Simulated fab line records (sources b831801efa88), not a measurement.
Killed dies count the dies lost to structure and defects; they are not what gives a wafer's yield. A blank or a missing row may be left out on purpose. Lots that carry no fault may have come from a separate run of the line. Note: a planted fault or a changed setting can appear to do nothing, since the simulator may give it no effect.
Which tool did it? | flow sky130 | 24 lots with 72 wafers sampled at 3 steps, on a route of 708 steps

== WHAT EACH GAUGE READ, for each wafer ==
SKY_FIELD_ISO_THK_MEAS_25.
lot  | measured    | on           | FIELD_ISO_CVD_24_THK (nm)
L074 | day 2 07:50 | filmMetro-03 | 594 592 591
L075 | day 2 13:25 | filmMetro-03 | 600 596 593
L076 | day 2 20:08 | filmMetro-04 | 590 589 589
L077 | day 3 01:42 | filmMetro-03 | 594 593 594
L078 | day 3 06:07 | filmMetro-03 | 598 600 593
L079 | day 3 10:24 | filmMetro-03 | 594 598 605
L080 | day 3 19:05 | filmMetro-03 | 594 588 596
L081 | day 3 20:04 | filmMetro-04 | 592 590 590
L082 | day 4 03:22 | filmMetro-04 | 592 587 585
L083 | day 4 07:26 | filmMetro-03 | 595 592 592
L084 | day 4 12:29 | filmMetro-01 | 589 597 590
L085 | day 4 16:50 | filmMetro-01 | 593 601 600
L086 | day 4 23:29 | filmMetro-01 | 597 590 593
L087 | day 5 03:20 | filmMetro-03 | 597 591 586
L088 | day 5 09:34 | filmMetro-03 | 587 584 586
L089 | day 5 11:58 | filmMetro-04 | 595 593 588
L090 | day 5 20:42 | filmMetro-03 | 594 597 597
L091 | day 6 00:55 | filmMetro-04 | 594 595 592
L092 | day 6 07:28 | filmMetro-01 | 603 598 597
L093 | day 6 10:59 | filmMetro-03 | 602 597 598
L094 | day 6 17:55 | filmMetro-04 | 600 604 598
L095 | day 6 23:43 | filmMetro-03 | 600 601 595
L096 | day 7 04:04 | filmMetro-04 | 592 592 593
L097 | day 7 11:02 | filmMetro-01 | 591 587 581

SKY_VT_ADJUST_HVTR_TW_MEAS_11.
lot  | measured     | on           | VT_ADJUST_HVTR_TW
L074 | day 9 17:20  | filmMetro-04 | 211.9 210.7 211.1
L075 | day 9 20:40  | filmMetro-03 | 212.9 214.1 213.9
L076 | day 10 07:50 | filmMetro-02 | 215.4 215.3 215.5
L077 | day 10 09:38 | filmMetro-03 | 213.1 212.2 212.9
L078 | day 10 19:23 | filmMetro-04 | 212.4 212.6 212.4
L079 | day 11 01:29 | filmMetro-04 | 212.3 212.3 212.3
L080 | day 11 11:05 | filmMetro-02 | 215.1 214.8 214.1
L081 | day 11 14:01 | filmMetro-04 | 211.6 212.0 212.8
L082 | day 12 00:25 | filmMetro-04 | 211.4 210.2 209.9
L083 | day 12 05:38 | filmMetro-02 | 215.5 214.2 214.3
L084 | day 12 12:24 | filmMetro-02 | 214.3 213.6 214.2
L085 | day 12 18:02 | filmMetro-04 | 210.4 210.6 210.8
L086 | day 13 04:02 | filmMetro-02 | 214.3 214.0 215.5
L087 | day 13 09:06 | filmMetro-02 | 214.3 214.4 213.9
L088 | day 13 19:15 | filmMetro-04 | 213.1 212.5 213.1
L089 | day 13 23:31 | filmMetro-04 | 213.8 213.4 213.2
L090 | day 14 17:23 | filmMetro-04 | 212.4 213.0 212.3
L091 | day 14 20:08 | filmMetro-02 | 213.4 214.5 214.2
L092 | day 15 04:56 | filmMetro-04 | 213.9 212.8 212.4
L093 | day 15 04:05 | filmMetro-04 | 213.1 212.1 212.7
L094 | day 15 15:23 | filmMetro-03 | 212.2 213.2 211.8
L095 | day 16 03:34 | filmMetro-02 | 214.1 213.2 213.5
L096 | day 16 16:53 | filmMetro-02 | 214.0 214.9 214.6
L097 | day 17 03:15 | filmMetro-02 | 214.0 214.8 215.5

SKY_VT_ADJUST_PCH_TW_MEAS_10.
lot  | measured     | on           | VT_ADJUST_PCH_TW
L074 | day 10 16:01 | filmMetro-02 | 145.6 145.9 145.5
L075 | day 10 19:26 | filmMetro-02 | 145.1 145.4 145.1
L076 | day 11 07:25 | filmMetro-01 | 144.9 144.8 144.6
L077 | day 11 08:19 | filmMetro-03 | 142.6 143.6 142.9
L078 | day 11 19:40 | filmMetro-03 | 143.2 143.0 142.2
L079 | day 12 00:58 | filmMetro-02 | 145.1 145.6 145.5
L080 | day 12 10:58 | filmMetro-02 | 144.6 145.2 145.3
L081 | day 12 14:26 | filmMetro-03 | 142.8 142.9 142.9
L082 | day 13 00:50 | filmMetro-01 | 144.1 143.8 143.7
L083 | day 13 05:58 | filmMetro-01 | 144.4 144.2 144.5
L084 | day 13 13:05 | filmMetro-03 | 142.1 142.9 142.0
L085 | day 13 17:52 | filmMetro-02 | 144.5 145.0 144.7
L086 | day 14 05:31 | filmMetro-03 | 143.5 143.2 143.1
L087 | day 14 10:41 | filmMetro-03 | 143.4 142.8 142.9
L088 | day 14 21:34 | filmMetro-02 | 144.6 143.9 145.3
L089 | day 15 02:08 | filmMetro-01 | 144.9 145.2 145.0
L090 | day 15 20:52 | filmMetro-03 | 143.0 142.3 144.1
L091 | day 15 23:37 | filmMetro-01 | 145.6 145.0 144.2
L092 | day 16 09:03 | filmMetro-03 | 143.4 142.8 143.8
L093 | day 16 07:48 | filmMetro-01 | 145.6 145.4 145.3
L094 | day 16 19:54 | filmMetro-02 | 145.0 145.1 145.0
L095 | day 17 08:17 | filmMetro-01 | 145.0 144.9 144.7
L096 | day 17 22:19 | filmMetro-02 | 145.2 145.5 145.3
L097 | day 18 08:52 | filmMetro-02 | 145.7 145.7 144.7

== EACH LOT AND THE TOOL THAT RAN IT (in order: tool; ch and the chambers of the sampled wafers; start) ==
The record holds no process step before these readings.

== WHAT THE TOOLS THEMSELVES READ (means of the sampled wafers that have a number; where no wafer has one, the mark that the record gives instead) ==
The record holds no such reading with a usual standard deviation.

== THE ANSWER, worked out from the rows above alone ==
Rule: what is usual is taken from the lots themselves. Put in order of their means at a reading, lots are off if they are a third of the lots or fewer, leave a main group of 4 or more, and stand apart from it by a gap of 3 or more times the standard deviation of the main group's means; of several such gaps the widest counts. The tables above print the reading to a certain number of digits; a main group whose means all agree to those digits is not used. A lot without any number at a reading at which 4 lots or more have one is off too. Any other lot the step has rows for is counted as sound. The gauges are gone through in route order, then the tools' own readings, and for those a lot's mean is taken as printed above. At the first step where some lot is off, the reading lying furthest off is the one used; lots without a number count as furthest.
Nothing can be told from this: no lot is off at any reading shown.

== WHAT WAS PUT IN BY THE SIMULATOR ==
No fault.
